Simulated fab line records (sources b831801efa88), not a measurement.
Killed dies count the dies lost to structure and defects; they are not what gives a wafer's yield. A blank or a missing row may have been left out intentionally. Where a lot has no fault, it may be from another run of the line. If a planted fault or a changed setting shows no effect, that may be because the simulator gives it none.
fab line records + flow sky130
record
- lots=12
- wafers=35
- last-day=50
route steps=708 shown POLY_GATE@228 LDD_P@262 LI_CONTACT@364 LOCAL_INTERCONNECT@398 PAD_OPEN@708
lots that met no fault: taken from a fault-free run of the same line
start-h: the number of hours between the record's first day and the start of the first shown wafer of the lot + wait-h: hours since the lot's step before + " same as the row above + L1.1+2: one row covering several wafers at once + - no value, or no start given + * or withheld: withheld + < > ~ a bound
route shown NAME@n: NAME is a module with steps in the file, n the number in the route of the first one + usual: average and standard deviation across the fault-free wafers + same: alike in all rows + chamber/n: place in a boat + sites: readings site by site + _std_site: the standard deviation of these + _edge_site: inner sites' mean taken away from outer sites' mean + radius-mm: for every site, how far away it sits from the centre of the wafer + mask NAME#n: copy n + behind: the last tool/chamber to shape the wafer + hold: why the lot went on hold/how many hours it stayed there/how the hold came to an end + device: whichever transistor did not switch (one of n, p or np) + end of line: the same wafers' tests at the end of the route + step lacking rows: just its recipe + killed: not the wafer's yield, but the dies lost to structure and defects at the first sort + map: a wafer's dies, x killed, . not, _ none there
set.NAME: the setting the step ran with; set.NAME@STEP: the setting that earlier step ran with + model.NAME: the simulator's own value behind a step, which no gauge read
steps of the route over a sample of lots; a table a step, a row a wafer
services: from which hour (start-h, from the record's first day; less than 0 if before it) a tool's chamber was out of use, for how many hours, and why
## steps
# step SKY_POLY_GATE_OVL_MEAS_14
# usual
- POLY_GATE_OVL=4/6.6
| lot.wafer | tool       | chamber | start-h | wait-h | POLY_GATE_OVL[nm] |
|-----------|------------|---------|---------|--------|-------------------|
| L729.1    | overlay-02 | -       | 358.29  | 0.1    | 5                 |
| L729.3    | "          | -       | "       | "      | 3                 |
| L729.5    | "          | -       | "       | "      | 2                 |
| L730.1    | overlay-01 | -       | 370.77  | 0.1    | 6                 |
| L730.3    | "          | -       | "       | "      | 0                 |
| L730.4    | "          | -       | "       | "      | 2                 |
| L732.2    | overlay-01 | -       | 422.68  | 0.1    | 11                |
| L732.3    | "          | -       | "       | "      | -1                |
| L732.5    | "          | -       | "       | "      | 3                 |
| L738.2    | overlay-02 | -       | 445.30  | 0.1    | -3                |
| L738.3    | "          | -       | "       | "      | 1                 |
| L738.5    | "          | -       | "       | "      | -4                |
| L737.3    | overlay-01 | -       | 445.66  | 0.1    | 14                |
| L737.4    | "          | -       | "       | "      | 11                |
| L737.6    | "          | -       | "       | "      | 3                 |
| L739.1    | overlay-02 | -       | 451.95  | 0.1    | 19                |
| L739.2    | "          | -       | "       | "      | 9                 |
| L739.4    | "          | -       | "       | "      | 13                |
| L740.2    | overlay-01 | -       | 466.06  | 0.1    | 0                 |
| L740.3    | "          | -       | "       | "      | -1                |
| L740.4    | "          | -       | "       | "      | 9                 |
| L742.4    | overlay-02 | -       | 475.97  | 0.1    | 14                |
| L742.6    | "          | -       | "       | "      | 4                 |
| L743.1    | overlay-02 | -       | 490.14  | 0.1    | -4                |
| L743.4    | "          | -       | "       | "      | 3                 |
| L743.5    | "          | -       | "       | "      | -6                |
| L748.1    | overlay-01 | -       | 546.44  | 0.1    | 11                |
| L748.4    | "          | -       | "       | "      | 6                 |
| L748.6    | "          | -       | "       | "      | -3                |
| L751.2    | overlay-02 | -       | 561.83  | 0.1    | 4                 |
| L751.3    | "          | -       | "       | "      | -2                |
| L751.6    | "          | -       | "       | "      | -7                |
| L752.1    | overlay-02 | -       | 564.14  | 0.1    | 7                 |
| L752.2    | "          | -       | "       | "      | 3                 |
| L752.3    | "          | -       | "       | "      | -5                |
# step SKY_LDD_P_CD_MEAS_07
# recipe
- target-cd-nm=380
# usual
- cd-nm=380.8/2.3
| lot.wafer | tool      | chamber | start-h | wait-h | cd-nm |
|-----------|-----------|---------|---------|--------|-------|
| L729.1    | cd-sem-01 | -       | 419.17  | 0.1    | 379.8 |
| L729.3    | "         | -       | "       | "      | 380.1 |
| L729.5    | "         | -       | "       | "      | 381.9 |
| L730.1    | cd-sem-02 | -       | 435.64  | 0.1    | 378.7 |
| L730.3    | "         | -       | "       | "      | 377.1 |
| L730.4    | "         | -       | "       | "      | 378.2 |
| L732.2    | cd-sem-02 | -       | 491.14  | 0.1    | 382.7 |
| L732.3    | "         | -       | "       | "      | 379.8 |
| L732.5    | "         | -       | "       | "      | 380.6 |
| L738.2    | cd-sem-01 | -       | 509.94  | 0.1    | 380.8 |
| L738.3    | "         | -       | "       | "      | 381.5 |
| L738.5    | "         | -       | "       | "      | 380.8 |
| L737.3    | cd-sem-01 | -       | 510.86  | 0.1    | 382.0 |
| L737.4    | "         | -       | "       | "      | 379.6 |
| L737.6    | "         | -       | "       | "      | 379.4 |
| L739.1    | cd-sem-01 | -       | 517.67  | 0.1    | 381.9 |
| L739.2    | "         | -       | "       | "      | 380.7 |
| L739.4    | "         | -       | "       | "      | 380.9 |
| L740.2    | cd-sem-02 | -       | 529.10  | 0.1    | 383.7 |
| L740.3    | "         | -       | "       | "      | 382.3 |
| L740.4    | "         | -       | "       | "      | 380.3 |
| L742.4    | cd-sem-01 | -       | 540.55  | 0.1    | 382.0 |
| L742.6    | "         | -       | "       | "      | 380.5 |
| L743.1    | cd-sem-01 | -       | 553.52  | 0.1    | 383.7 |
| L743.4    | "         | -       | "       | "      | 385.0 |
| L743.5    | "         | -       | "       | "      | 379.8 |
| L748.1    | cd-sem-02 | -       | 606.88  | 0.1    | 380.7 |
| L748.4    | "         | -       | "       | "      | 382.2 |
| L748.6    | "         | -       | "       | "      | 383.5 |
| L751.2    | cd-sem-02 | -       | 622.45  | 0.1    | 379.8 |
| L751.3    | "         | -       | "       | "      | 382.6 |
| L751.6    | "         | -       | "       | "      | 377.9 |
| L752.1    | cd-sem-01 | -       | 624.88  | 0.1    | 378.8 |
| L752.2    | "         | -       | "       | "      | 383.1 |
| L752.3    | "         | -       | "       | "      | 383.3 |
# step SKY_LI_CONTACT_CMP_02
# recipe
- material=PSG
- down-force-psi=4
- platen-rpm=60
- pad-velocity-m-s=0.94248
# usual
- motor-current-A=12.6/1.5
- slurry-flow-ml-min=150.0/0.47
- time-to-endpoint-s=33.0/2.1
| lot.wafer | tool   | chamber | start-h | wait-h | motor-current-A | slurry-flow-ml-min | time-to-endpoint-s |
|-----------|--------|---------|---------|--------|-----------------|--------------------|--------------------|
| L729.1    | cmp-02 | 2       | 633.57  | 0.1    | 11.5            | 150.0              | 34.7               |
| L729.3    | "      | 0       | "       | "      | 10.4            | 149.6              | 30.1               |
| L729.5    | "      | 3       | "       | "      | 11.4            | 150.9              | 33.1               |
| L730.3    | cmp-01 | 0       | 648.67  | 0.0    | 11.7            | 150.2              | 33.1               |
| L730.1    | "      | 1       | "       | "      | 13.6            | 150.0              | 34.0               |
| L730.4    | "      | 3       | "       | "      | 15.1            | 149.6              | 32.0               |
| L732.2    | cmp-02 | 1       | 700.51  | 0.0    | 12.3            | 150.8              | 29.4               |
| L732.3    | "      | 2       | "       | "      | 11.9            | 149.3              | 32.7               |
| L732.5    | "      | 2       | "       | "      | 12.0            | 149.7              | 32.6               |
| L738.3    | cmp-02 | 3       | 717.87  | 0.1    | 11.6            | 150.4              | 35.8               |
| L738.2    | "      | 1       | "       | "      | 11.9            | 150.6              | 36.2               |
| L738.5    | "      | 3       | "       | "      | 11.1            | 150.1              | 33.9               |
| L737.4    | cmp-01 | 0       | 718.08  | 0.0    | 10.9            | 149.6              | 34.4               |
| L737.3    | "      | 2       | "       | "      | 13.2            | 149.6              | 36.7               |
| L737.6    | "      | 1       | "       | "      | 14.0            | 149.4              | 31.7               |
| L739.2    | cmp-02 | 0       | 724.32  | 0.0    | 10.9            | 149.8              | 31.4               |
| L739.1    | "      | 1       | "       | "      | 12.3            | 149.2              | 31.2               |
| L739.4    | "      | 3       | "       | "      | 10.3            | 149.8              | 41.3               |
| L740.2    | cmp-02 | 0       | 734.42  | 0.0    | 10.3            | 149.9              | 27.9               |
| L740.4    | "      | 2       | "       | "      | 11.8            | 150.1              | 42.5               |
| L740.3    | "      | 3       | "       | "      | 10.7            | 150.5              | 32.0               |
| L742.4    | cmp-02 | 1       | 743.18  | 0.1    | 12.1            | 150.3              | 41.7               |
| L742.6    | "      | 3       | "       | "      | 10.7            | 150.4              | 31.8               |
| L743.4    | cmp-01 | 3       | 756.75  | 0.0    | 14.5            | 149.7              | 33.2               |
| L743.1    | "      | 2       | "       | "      | 13.8            | 149.5              | 36.4               |
| L743.5    | "      | 0       | "       | "      | 10.9            | 149.5              | 34.5               |
| L748.1    | cmp-01 | 3       | 806.33  | 0.1    | 14.2            | 150.8              | 32.3               |
| L748.4    | "      | 1       | "       | "      | 14.7            | 150.8              | 32.1               |
| L748.6    | "      | 2       | "       | "      | 13.8            | 150.1              | 34.1               |
| L751.2    | cmp-01 | 3       | 819.33  | 0.1    | 14.0            | 149.8              | 32.9               |
| L751.3    | "      | 0       | "       | "      | 11.7            | 149.4              | 31.4               |
| L751.6    | "      | 0       | "       | "      | 11.5            | 149.4              | 31.9               |
| L752.1    | cmp-01 | 1       | 824.61  | 0.1    | 14.5            | 149.2              | 37.4               |
| L752.3    | "      | 2       | "       | "      | 13.5            | 151.1              | 36.1               |
| L752.2    | "      | 3       | "       | "      | 14.7            | 150.5              | 34.0               |
# step SKY_LI_CONTACT_BOW_MEAS_03
# recipe
- mode=bow
# usual
- LI_CONTACT_BOW=54/6
| lot.wafer | tool          | chamber | start-h | wait-h | hold                     | LI_CONTACT_BOW[um] |
|-----------|---------------|---------|---------|--------|--------------------------|--------------------|
| L729.1    | film-metro-03 | -       | 633.87  | 0.2    | -                        | 45                 |
| L729.3    | "             | -       | "       | "      | -                        | 58                 |
| L729.5    | "             | -       | "       | "      | -                        | 55                 |
| L730.1    | film-metro-03 | -       | 648.97  | 0.2    | -                        | 59                 |
| L730.3    | "             | -       | "       | "      | -                        | 56                 |
| L730.4    | "             | -       | "       | "      | -                        | 56                 |
| L732.2    | film-metro-03 | -       | 700.83  | 0.3    | -                        | 58                 |
| L732.3    | "             | -       | "       | "      | -                        | 52                 |
| L732.5    | "             | -       | "       | "      | -                        | 50                 |
| L738.2    | film-metro-03 | -       | 718.14  | 0.1    | -                        | 55                 |
| L738.3    | "             | -       | "       | "      | -                        | 54                 |
| L738.5    | "             | -       | "       | "      | -                        | 48                 |
| L737.3    | film-metro-03 | -       | 718.42  | 0.2    | -                        | 64                 |
| L737.4    | "             | -       | "       | "      | -                        | 44                 |
| L737.6    | "             | -       | "       | "      | -                        | 53                 |
| L739.1    | film-metro-02 | -       | 724.62  | 0.2    | await-dispo/0.2h/release | 77                 |
| L739.2    | "             | -       | "       | "      | await-dispo/0.2h/release | 60                 |
| L739.4    | "             | -       | "       | "      | await-dispo/0.2h/release | 54                 |
| L739.1    | film-metro-02 | -       | 724.91  | 0.3    | -                        | -                  |
| L739.2    | "             | -       | "       | "      | -                        | -                  |
| L739.4    | "             | -       | "       | "      | -                        | -                  |
| L740.2    | film-metro-01 | -       | 734.74  | 0.3    | await-dispo/0.2h/release | 53                 |
| L740.3    | "             | -       | "       | "      | await-dispo/0.2h/release | 58                 |
| L740.4    | "             | -       | "       | "      | await-dispo/0.2h/release | 61                 |
| L740.2    | film-metro-01 | -       | 735.03  | 0.3    | -                        | -                  |
| L740.3    | "             | -       | "       | "      | -                        | -                  |
| L740.4    | "             | -       | "       | "      | -                        | -                  |
| L742.4    | film-metro-01 | -       | 743.44  | 0.2    | await-dispo/0.2h/release | 55                 |
| L742.6    | "             | -       | "       | "      | await-dispo/0.2h/release | 56                 |
| L742.4    | film-metro-01 | -       | 743.73  | 0.3    | -                        | -                  |
| L742.6    | "             | -       | "       | "      | -                        | -                  |
| L743.1    | film-metro-01 | -       | 757.05  | 0.1    | -                        | 45                 |
| L743.4    | "             | -       | "       | "      | -                        | 56                 |
| L743.5    | "             | -       | "       | "      | -                        | 47                 |
| L748.1    | film-metro-02 | -       | 806.58  | 0.2    | -                        | 51                 |
| L748.4    | "             | -       | "       | "      | -                        | 45                 |
| L748.6    | "             | -       | "       | "      | -                        | 51                 |
| L751.2    | film-metro-02 | -       | 819.65  | 0.3    | -                        | 50                 |
| L751.3    | "             | -       | "       | "      | -                        | 53                 |
| L751.6    | "             | -       | "       | "      | -                        | 62                 |
| L752.1    | film-metro-03 | -       | 824.91  | 0.2    | -                        | 56                 |
| L752.2    | "             | -       | "       | "      | -                        | 50                 |
| L752.3    | "             | -       | "       | "      | -                        | 43                 |
# step SKY_LI_CONTACT_ETCH_15
# recipe
- target=PSG
- chemistry=C4F8/O2/Ar
- stop-on=Si
- taper-deg=4.15
- mask-material=KrF-thick
- source-w=1500
- bias-w=1200
- pressure-mtorr=40
- c4f8-flow-sccm=withheld
- O2_flow_sccm=6
- Ar_flow_sccm=300
- time-s=withheld
- target-depth-a=6000
# usual
- chamber-pressure-mTorr=40.00/0.036
- oes-product-au=0.837/0.005
| lot.wafer | tool        | chamber | start-h | wait-h | chamber-pressure-mTorr | oes-product-au |
|-----------|-------------|---------|---------|--------|------------------------|----------------|
| L729.1    | rie-diel-01 | 0       | 662.69  | 0.0    | 39.97                  | 0.833          |
| L729.3    | "           | 2       | "       | "      | 40.02                  | 0.836          |
| L729.5    | "           | 0       | "       | "      | 40.04                  | 0.839          |
| L730.1    | rie-diel-01 | 1       | 677.48  | 0.0    | 40.01                  | 0.835          |
| L730.3    | "           | 3       | "       | "      | 40.05                  | 0.838          |
| L730.4    | "           | 2       | "       | "      | 40.06                  | 0.832          |
| L732.2    | rie-diel-01 | 0       | 729.02  | 0.0    | 39.97                  | 0.834          |
| L732.3    | "           | 1       | "       | "      | 40.03                  | 0.842          |
| L732.5    | "           | 1       | "       | "      | 39.96                  | 0.833          |
| L738.2    | rie-diel-03 | 1       | 746.47  | 0.0    | 40.03                  | 0.848          |
| L738.3    | "           | 0       | "       | "      | 40.01                  | 0.832          |
| L738.5    | "           | 2       | "       | "      | 40.05                  | 0.826          |
| L737.3    | rie-diel-01 | 3       | 746.82  | 0.0    | 39.99                  | 0.838          |
| L737.4    | "           | 1       | "       | "      | 39.96                  | 0.839          |
| L737.6    | "           | 1       | "       | "      | 39.98                  | 0.836          |
| L739.1    | rie-diel-01 | 1       | 752.39  | 0.0    | 40.01                  | 0.839          |
| L739.2    | "           | 0       | "       | "      | 40.02                  | 0.837          |
| L739.4    | "           | 2       | "       | "      | 40.01                  | 0.932          |
| L740.2    | rie-diel-01 | 1       | 762.28  | 0.0    | 39.99                  | 0.837          |
| L740.3    | "           | 3       | "       | "      | 40.05                  | 0.830          |
| L740.4    | "           | 2       | "       | "      | 40.02                  | 0.926          |
| L742.4    | rie-diel-04 | 2       | 770.99  | 0.0    | 40.02                  | 0.925          |
| L742.6    | "           | 2       | "       | "      | 39.98                  | 0.837          |
| L743.1    | rie-diel-04 | 3       | 783.93  | 0.0    | 39.98                  | 0.833          |
| L743.4    | "           | 0       | "       | "      | 40.02                  | 0.834          |
| L743.5    | "           | 0       | "       | "      | 39.95                  | 0.839          |
| L748.1    | rie-diel-04 | 3       | 833.07  | 0.0    | 39.96                  | 0.845          |
| L748.4    | "           | 0       | "       | "      | 40.01                  | 0.842          |
| L748.6    | "           | 1       | "       | "      | 40.04                  | 0.846          |
| L751.2    | rie-diel-04 | 0       | 846.28  | 0.0    | 40.02                  | 0.842          |
| L751.3    | "           | 1       | "       | "      | 39.97                  | 0.836          |
| L751.6    | "           | 1       | "       | "      | 39.99                  | 0.831          |
| L752.1    | rie-diel-03 | 0       | 851.09  | 0.0    | 40.00                  | 0.833          |
| L752.2    | "           | 1       | "       | "      | 40.05                  | 0.842          |
| L752.3    | "           | 3       | "       | "      | 40.04                  | 0.840          |
# step SKY_LOCAL_INTERCONNECT_CD_MEAS_11
# recipe
- target-cd-nm=170
# usual
- cd-nm=169.9/1.5
| lot.wafer | tool      | chamber | start-h | wait-h | cd-nm |
|-----------|-----------|---------|---------|--------|-------|
| L729.1    | cd-sem-01 | -       | 691.29  | -      | 170.2 |
| L729.3    | "         | -       | "       | "      | 170.9 |
| L729.5    | "         | -       | "       | "      | 170.1 |
| L730.1    | cd-sem-01 | -       | 706.59  | -      | 172.7 |
| L730.3    | "         | -       | "       | "      | 169.3 |
| L730.4    | "         | -       | "       | "      | 172.7 |
| L732.2    | cd-sem-01 | -       | 757.12  | -      | 170.9 |
| L732.3    | "         | -       | "       | "      | 171.4 |
| L732.5    | "         | -       | "       | "      | 172.1 |
| L738.2    | cd-sem-02 | -       | 775.95  | -      | 169.6 |
| L738.3    | "         | -       | "       | "      | 170.0 |
| L738.5    | "         | -       | "       | "      | 169.5 |
| L737.3    | cd-sem-02 | -       | 776.14  | -      | 170.0 |
| L737.4    | "         | -       | "       | "      | 170.1 |
| L737.6    | "         | -       | "       | "      | 168.6 |
| L739.1    | cd-sem-01 | -       | 779.79  | -      | 167.5 |
| L739.2    | "         | -       | "       | "      | 168.8 |
| L739.4    | "         | -       | "       | "      | 168.3 |
| L740.2    | cd-sem-02 | -       | 789.62  | -      | 167.7 |
| L740.3    | "         | -       | "       | "      | 170.1 |
| L740.4    | "         | -       | "       | "      | 169.9 |
| L742.4    | cd-sem-01 | -       | 799.30  | -      | 170.6 |
| L742.6    | "         | -       | "       | "      | 170.7 |
| L743.1    | cd-sem-02 | -       | 811.70  | -      | 170.7 |
| L743.4    | "         | -       | "       | "      | 170.8 |
| L743.5    | "         | -       | "       | "      | 168.9 |
| L748.1    | cd-sem-01 | -       | 860.08  | -      | 170.6 |
| L748.4    | "         | -       | "       | "      | 170.0 |
| L748.6    | "         | -       | "       | "      | 171.8 |
| L751.2    | cd-sem-02 | -       | 873.81  | -      | 165.5 |
| L751.3    | "         | -       | "       | "      | 168.3 |
| L751.6    | "         | -       | "       | "      | 167.2 |
| L752.1    | cd-sem-01 | -       | 878.60  | -      | 172.2 |
| L752.2    | "         | -       | "       | "      | 172.5 |
| L752.3    | "         | -       | "       | "      | 172.3 |
# step SKY_PAD_OPEN_PROBE_99
# usual
- killed_at_M0_to_M3=43/7
- killed_at_M4_up=3.4/1.9
- killed-at-contacts=24/5.4
- killed-at-front-end=15/4.4
- killed-at-other=0.4/0.63
- killed-dies=86/9.1
- killed-open=46/6.6
- killed-short=39/6.6
# same
- gross-dies=492
- killed-at-back-side=0
| lot.wafer | tool      | chamber | start-h | wait-h | killed_at_M0_to_M3 | killed_at_M4_up | killed-at-contacts | killed-at-front-end | killed-at-other | killed-dies | killed-open | killed-short |
|-----------|-----------|---------|---------|--------|--------------------|-----------------|--------------------|---------------------|-----------------|-------------|-------------|--------------|
| L742.4    | prober-02 | -       | 1147.19 | 0.2    | 29                 | 4               | 26                 | 26                  | 1               | 86          | 46          | 40           |
# killed by level:class
L742.4 FIELD_ISO:geometric-particle:open=10 CONTACT:geometric-particle:open=10 FIELD_ISO:geometric-particle:short=9 VIA1:geometric-particle:open=9 LI_CONTACT:geometric-particle:open=7 CONTACT:geometric-particle:short=5 METAL3:geometric-particle:short=4 POLY_GATE:geometric-particle:short=3
## services
| tool        | chamber | start-h | hours | kind                           |
|-------------|---------|---------|-------|--------------------------------|
| cmp-02      | -       | 626.03  | 0.4   | repair                         |
| rie-diel-04 | 3       | 631.25  | 4.8   | repair                         |
| rie-diel-04 | 3       | 641.04  | 4.5   | repair                         |
| rie-diel-01 | 0       | 641.22  | -     | clean                          |
| rie-diel-01 | 0       | 641.22  | 19.4  | scheduled-down                 |
| rie-diel-01 | 0       | 641.22  | 19.4  | vent-cycle                     |
| cmp-02      | -       | 643.86  | 0.3   | repair                         |
| rie-diel-01 | 2       | 698.77  | 8.5   | repair                         |
| cmp-01      | -       | 701.43  | 2.9   | pm                             |
| cmp-01      | -       | 705.72  | 3.9   | pm                             |
| cmp-02      | -       | 735.66  | 0.2   | repair                         |
| cmp-01      | -       | 741.61  | 0.6   | repair                         |
| cmp-02      | -       | 743.54  | 17.4  | pm                             |
| cmp-01      | -       | 744.00  | 4.0   | pm                             |
| rie-diel-04 | -       | 745.92  | 2.8   | pm                             |
| cmp-01      | -       | 748.00  | -     | consumable-replace:conditioner |
| cmp-01      | -       | 748.00  | -     | consumable-replace:pad         |
| rie-diel-01 | 2       | 773.24  | 17.3  | repair                         |
| cmp-01      | -       | 802.36  | 3.0   | repair                         |
| cmp-02      | -       | 804.24  | 1.8   | repair                         |
| cmp-02      | -       | 817.19  | 6.6   | pm                             |
| rie-diel-04 | 2       | 820.89  | 9.6   | repair                         |
| cmp-01      | -       | 834.26  | 2.6   | repair                         |
| rie-diel-03 | 2       | 849.94  | 5.9   | repair                         |
## key
first-sign
- step=SKY_LI_CONTACT_CMP_02
- reading=time-to-endpoint-s
- direction=up
- sigmas=4.3
- usual=*
- struck=*
effect
- step=SKY_LI_CONTACT_BOW_MEAS_03
- reading=visit
- direction=added
effect
- step=SKY_LI_CONTACT_ETCH_15
- reading=oes-product-au
- direction=up
- sigmas=18
- usual=0.837
- struck=0.928
met-at SKY_LI_CONTACT_CMP_02
struck-lots L739,L740,L742
struck-wafers L739.4,L740.4,L742.4
tester-left-out L739,L740,L742
not-acting-at SKY_POLY_GATE_OVL_MEAS_14,SKY_LDD_P_CD_MEAS_07,SKY_LOCAL_INTERCONNECT_CD_MEAS_11
onset-between 717.87 724.32
fault
- kind=process-parameter-drift
- tool=cmp-02
- chamber=-
- onset-h=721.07
- steps=SKY_LI_CONTACT_CMP_02
- channel=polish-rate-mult
- offset=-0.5
- shape=step
- end-h=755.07
- scope=struck-wafers-only
# tester-left-out: of these lots the tester's yield and bins aren't shown, on N5 and GAA mostly nor the transistor test; their killed dies are dies lost to structure and defects alone, not to doping, threshold or leakage, so they don't give the yield
